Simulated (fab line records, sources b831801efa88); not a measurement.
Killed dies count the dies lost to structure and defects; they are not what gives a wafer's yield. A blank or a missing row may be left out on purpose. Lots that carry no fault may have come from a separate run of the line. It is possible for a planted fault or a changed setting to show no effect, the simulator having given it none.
Comparing a struck lot with a sound one    flow sky130    15 steps out of a route of 708
Sound: wafers L720.3, L720.4, L720.6. Wafers struck: L733.3, L733.5, L733.6. At the end, the cause is stated.
Order at every step that has rows: each side's tool, ch and its chambers, its first start. Under that, the readings that differ: sound wafers    struck wafers    difference of the means    sigmas: that difference in standard deviations of wafers without a fault.
alike: same words and numbers on both sides, and readings whose means sit less than 2 such deviations apart. not compared: any withheld reading, any reading some wafer has no value for, any bound like >300 that may hide the same value, and any number with overlapping values for which the record gives no deviation.
A row with sigmas, a row that says differs or no value, or rows on one side alone: a step with any of these is where the two part. When numbers do not overlap yet have no deviation, they are printed without sigmas and do not part them. A reading that every wafer of one side lacks parts them only if that side has two wafers or more.

first, 1 step without rows for these wafers: SKY_LDD_P_IMPLANT_09.
SKY_LDD_P_STRIP_10: strips in O2/N2.
  sound on plasmaAsher-01 ch 0,1, day 21 18:15; struck on plasmaAsher-03 ch 0,1, day 26 17:35
  alike: chamberPressureMTorr, drypumpMotorCurrentA, oesProductAu, stripTimeToEndpointS
  not compared: rfHoursCounterH
SKY_LDD_P_TW_MEAS_11:
  sound on filmMetro-04, day 21 18:20; struck on filmMetro-01, day 26 17:40
  alike: LDD_P_TW
then, 7 steps without rows for these wafers: SKY_LDD_HVN_DEHYDRATE_00 (time 60 s); SKY_LDD_HVN_HMDS_01 (prime time 60 s); SKY_LDD_HVN_COAT_02 (resist thk 300 nm); SKY_LDD_HVN_SOFTBAKE_03 (time 60 s); SKY_LDD_HVN_EXPOSE_04 (exposes mask HVNTM, target cd 700 nm); SKY_LDD_HVN_PEB_05; SKY_LDD_HVN_DEVELOP_06 (develop time 60 s).
SKY_LDD_HVN_OVL_MEAS_07:
  sound on overlay-02, day 23 00:41; struck on overlay-02, day 27 23:14
  alike: LDD_HVN_OVL
after that, 1 step had no rows for these wafers: SKY_LDD_HVN_IMPLANT_08.
SKY_LDD_HVN_STRIP_09: strips in O2/N2.
  sound on plasmaAsher-04 ch 0,1, day 23 00:54; struck on plasmaAsher-02 ch 0,1, day 27 23:26
reading                   sound              struck             difference  sigmas
stripTimeToEndpointS (s)  4.141 4.132 4.125  3.883 3.862 3.856  -0.266      -20
  alike: chamberPressureMTorr, drypumpMotorCurrentA, oesProductAu
  not compared: rfHoursCounterH
SKY_LDD_HVN_TW_MEAS_10:
  sound on filmMetro-03, day 23 00:59; struck on filmMetro-01, day 27 23:31
  alike: LDD_HVN_TW
SKY_PAD_OPEN_PROBE_99:
  sound wafers here have rows in the record (prober-02, day 47 14:49); struck ones have none

## WHERE THEY PART
At SKY_LDD_HVN_STRIP_09 first; at SKY_PAD_OPEN_PROBE_99 last (within this record only).

WHY: what had been put in by the simulator
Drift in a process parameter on plasmaAsher-02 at SKY_LDD_HVN_STRIP_09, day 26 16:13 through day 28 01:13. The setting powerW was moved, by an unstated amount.
